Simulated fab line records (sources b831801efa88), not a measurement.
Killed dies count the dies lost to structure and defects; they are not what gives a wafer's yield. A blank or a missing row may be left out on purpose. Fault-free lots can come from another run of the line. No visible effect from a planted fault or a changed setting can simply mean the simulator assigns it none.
Which tool did it? | flow sky130 | 24 lots with 72 wafers sampled at 4 steps, on a route of 708 steps

## WHAT THE GAUGES READ, wafer by wafer
SKY_PWDE_TW_MEAS_10.
lot  | measured    | on            | PWDE_TW
L074 | day 4 01:22 | film metro-02 | 376.7 376.4 375.2
L075 | day 4 05:47 | film metro-01 | 372.2 372.1 374.6
L076 | day 4 11:05 | film metro-02 | 375.6 374.8 376.7
L077 | day 4 19:00 | film metro-02 | 375.7 376.0 376.6
L078 | day 5 01:47 | film metro-01 | 371.5 373.3 372.8
L079 | day 5 05:01 | film metro-02 | 374.5 375.8 373.8
L080 | day 5 08:19 | film metro-01 | 376.3 373.5 373.2
L081 | day 5 16:20 | film metro-02 | 373.2 373.6 373.4
L082 | day 5 23:17 | film metro-03 | 374.7 374.0 373.2
L083 | day 6 03:06 | film metro-03 | 371.0 369.8 372.4
L084 | day 6 07:28 | film metro-01 | 369.3 368.4 370.5
L085 | day 6 14:43 | film metro-03 | 369.0 369.7 371.4
L086 | day 6 19:49 | film metro-01 | 369.8 374.0 370.1
L087 | day 6 22:44 | film metro-02 | 375.6 377.4 375.3
L088 | day 7 07:58 | film metro-01 | 371.7 369.0 369.3
L089 | day 7 14:25 | film metro-02 | 375.6 374.3 375.6
L090 | day 7 20:44 | film metro-02 | 377.3 377.2 376.3
L091 | day 8 01:07 | film metro-01 | 372.7 371.7 369.9
L092 | day 8 02:46 | film metro-03 | 373.8 376.5 375.9
L093 | day 8 09:01 | film metro-02 | 376.3 378.3 375.5
L094 | day 8 17:23 | film metro-01 | 371.8 371.2 372.9
L095 | day 9 01:57 | film metro-01 | 370.6 370.0 370.2
L096 | day 9 03:01 | film metro-03 | 377.5 375.9 377.4
L097 | day 9 05:59 | film metro-03 | 376.9 377.5 376.5

SKY_NWELL_OVL_MEAS_10.
lot  | measured     | on         | NWELL_00_OVL (nm)
L074 | day 4 19:58  | overlay-01 | 0.3 -0.9 0.8
L075 | day 4 23:33  | overlay-01 | -0.1 -1.3 -2.4
L076 | day 5 05:21  | overlay-02 | -1.8 -1.7 -3.4
L077 | day 5 13:30  | overlay-02 | 0.2 0.6 -0.2
L078 | day 5 20:34  | overlay-01 | -0.9 -2.5 -2.6
L079 | day 6 00:01  | overlay-01 | 0.0 -0.2 0.8
L080 | day 6 03:46  | overlay-02 | -3.4 -3.5 -1.6
L081 | day 6 11:07  | overlay-02 | 0.8 1.0 1.7
L082 | day 6 18:06  | overlay-01 | -1.3 -2.7 -0.7
L083 | day 6 22:22  | overlay-02 | -1.9 -1.2 -0.5
L084 | day 7 02:40  | overlay-02 | -0.1 -1.7 -1.8
L085 | day 7 09:39  | overlay-02 | -0.7 -0.2 0.0
L086 | day 7 15:01  | overlay-01 | 0.3 0.5 0.2
L087 | day 7 17:57  | overlay-02 | -0.6 -1.0 0.0
L088 | day 8 04:28  | overlay-02 | -0.4 -1.6 -1.3
L089 | day 8 10:25  | overlay-02 | -1.7 -2.7 -1.5
L090 | day 8 17:48  | overlay-01 | 1.6 1.6 1.4
L091 | day 8 22:00  | overlay-02 | -2.0 -2.1 -1.8
L092 | day 9 00:02  | overlay-02 | -3.4 -1.9 -3.7
L093 | day 9 05:54  | overlay-01 | -0.5 -0.3 1.3
L094 | day 9 15:25  | overlay-02 | -1.4 -1.8 -1.7
L095 | day 9 23:34  | overlay-02 | -4.0 -1.8 -2.2
L096 | day 10 00:40 | overlay-02 | -1.5 -0.5 0.5
L097 | day 10 04:04 | overlay-01 | 0.5 0.1 0.2

SKY_RES_PROTECT_TW_MEAS_08.
lot  | measured     | on            | POLY_GATE_TW
L074 | day 15 13:47 | film metro-04 | 4079 4044 4045
L075 | day 15 23:25 | film metro-01 | 3962 3963 3957
L076 | day 16 07:06 | film metro-02 | 4062 4060 4032
L077 | day 16 14:54 | film metro-02 | 4031 4031 4038
L078 | day 17 03:13 | film metro-02 | 4051 4054 4067
L079 | day 17 07:48 | film metro-01 | 3974 3965 3977
L080 | day 17 15:38 | film metro-02 | 4077 4089 4071
L081 | day 18 06:23 | film metro-01 | 3966 3953 3963
L082 | day 18 13:48 | film metro-04 | 4013 4034 4016
L083 | day 18 18:02 | film metro-02 | 4063 4073 4078
L084 | day 19 03:04 | film metro-01 | 3979 3974 3997
L085 | day 19 15:18 | film metro-02 | 4066 4058 4059
L086 | day 19 20:19 | film metro-04 | 4065 4072 4066
L087 | day 20 07:13 | film metro-04 | 4032 4046 4026
L088 | day 20 18:22 | film metro-04 | 4018 4039 4031
L089 | day 21 02:23 | film metro-02 | 4080 4075 4084
L090 | day 21 17:50 | film metro-02 | 4073 4085 4076
L091 | day 21 17:58 | film metro-01 | 3997 4002 4000
L092 | day 21 21:59 | film metro-01 | 4018 4019 4012
L093 | day 22 04:00 | film metro-01 | 3949 3964 3948
L094 | day 22 20:34 | film metro-01 | 3964 3989 3964
L095 | day 23 06:12 | film metro-01 | 3991 3985 3995
L096 | day 23 08:55 | film metro-02 | 4059 4071 4066
L097 | day 23 11:46 | film metro-04 | 4073 4071 4036

## TOOL THAT RAN EACH LOT (tool first, then ch and the chambers of the sampled wafers, then the start)
lot  | SKY_VT_ADJUST_HVTR_STRIP_10
L074 | plasma asher-01 ch 0, day 9 21:37
L075 | plasma asher-04 ch 0,1, day 10 02:24
L076 | plasma asher-04 ch 0,1, day 10 09:55
L077 | plasma asher-04 ch 0,1, day 10 17:57
L078 | plasma asher-01 ch 0, day 11 02:31
L079 | plasma asher-01 ch 0,1, day 11 07:08
L080 | plasma asher-01 ch 0,1, day 11 12:25
L081 | plasma asher-04 ch 0,1, day 11 21:44
L082 | plasma asher-04 ch 0,1, day 12 06:09
L083 | plasma asher-02 ch 0,1, day 12 12:58
L084 | plasma asher-04 ch 0,1, day 12 17:16
L085 | plasma asher-04 ch 0,1, day 13 02:19
L086 | plasma asher-04 ch 0,1, day 13 07:43
L087 | plasma asher-04 ch 0,1, day 13 13:37
L088 | plasma asher-04 ch 0,1, day 14 02:32
L089 | plasma asher-01 ch 0,1, day 14 08:48
L090 | plasma asher-02 ch 0,1, day 14 18:42
L091 | plasma asher-04 ch 0,1, day 14 23:21
L092 | plasma asher-01 ch 0,1, day 15 01:55
L093 | plasma asher-02 ch 0,1, day 15 09:46
L094 | plasma asher-04 ch 0,1, day 15 21:52
L095 | plasma asher-04 ch 0, day 16 09:28
L096 | plasma asher-02 ch 0,1, day 16 10:32
L097 | plasma asher-04 ch 0,1, day 16 13:40
- SKY_VT_ADJUST_HVTR_STRIP_10: strips in O2/N2.

## WHAT THE TOOLS THEMSELVES READ (means of the sampled wafers that have a number; where no wafer has one, the mark that the record gives instead)
SKY_VT_ADJUST_HVTR_STRIP_10.
lot  | tool            | drypump motor current A (A) | oes product au (a.u.) | strip time to endpoint s (s)
L074 | plasma asher-01 | 5.2                         | 0.724                 | 13.95
L075 | plasma asher-04 | 5.8                         | 0.725                 | 13.94
L076 | plasma asher-04 | 6.1                         | 0.719                 | 14.01
L077 | plasma asher-04 | 6.0                         | 0.726                 | 13.98
L078 | plasma asher-01 | 5.2                         | 0.722                 | 14.04
L079 | plasma asher-01 | 5.6                         | 0.721                 | 13.94
L080 | plasma asher-01 | 5.6                         | 0.724                 | 13.99
L081 | plasma asher-04 | 6.0                         | 0.723                 | 13.95
L082 | plasma asher-04 | 6.0                         | 0.727                 | 13.98
L083 | plasma asher-02 | 5.8                         | 0.721                 | 13.96
L084 | plasma asher-04 | 5.8                         | 0.718                 | 13.97
L085 | plasma asher-04 | 6.1                         | 0.725                 | 13.92
L086 | plasma asher-04 | 5.8                         | 0.722                 | 13.92
L087 | plasma asher-04 | 5.8                         | 0.726                 | 13.96
L088 | plasma asher-04 | 6.1                         | 0.720                 | 14.00
L089 | plasma asher-01 | 5.6                         | 0.720                 | 14.02
L090 | plasma asher-02 | 5.8                         | 0.721                 | 13.99
L091 | plasma asher-04 | 6.0                         | 0.720                 | 13.97
L092 | plasma asher-01 | 5.6                         | 0.721                 | 13.99
L093 | plasma asher-02 | 5.8                         | 0.723                 | 13.95
L094 | plasma asher-04 | 5.8                         | 0.727                 | 14.03
L095 | plasma asher-04 | 5.6                         | 0.720                 | 14.01
L096 | plasma asher-02 | 5.9                         | 0.721                 | 13.96
L097 | plasma asher-04 | 6.1                         | 0.721                 | 13.91

## THE ANSWER, worked out from the rows above alone
Rule: what is usual is taken from the lots themselves. The widest of any qualifying gaps counts: lots, ordered by their means at a reading, are off when they make up no more than a third of the lots, leave a main group of 4 or more, and stand apart from it by 3 or more times the standard deviation of that group's means. Not used: any main group whose means are identical at the precision the tables above print for the reading. A lot without any number at a reading at which 4 lots or more have one is off too. The other lots that the step has rows for count as sound. Order of review: gauges by route order, followed by the tools' own readings, for which a lot's mean as printed above is used. The first step at which some lot is off is used, and at that step the reading that is off furthest; a lot without a number counts as furthest.
No lot is off on any of the readings shown, so nothing can be concluded from this.

## WHAT HAD BEEN PUT IN BY THE SIMULATOR
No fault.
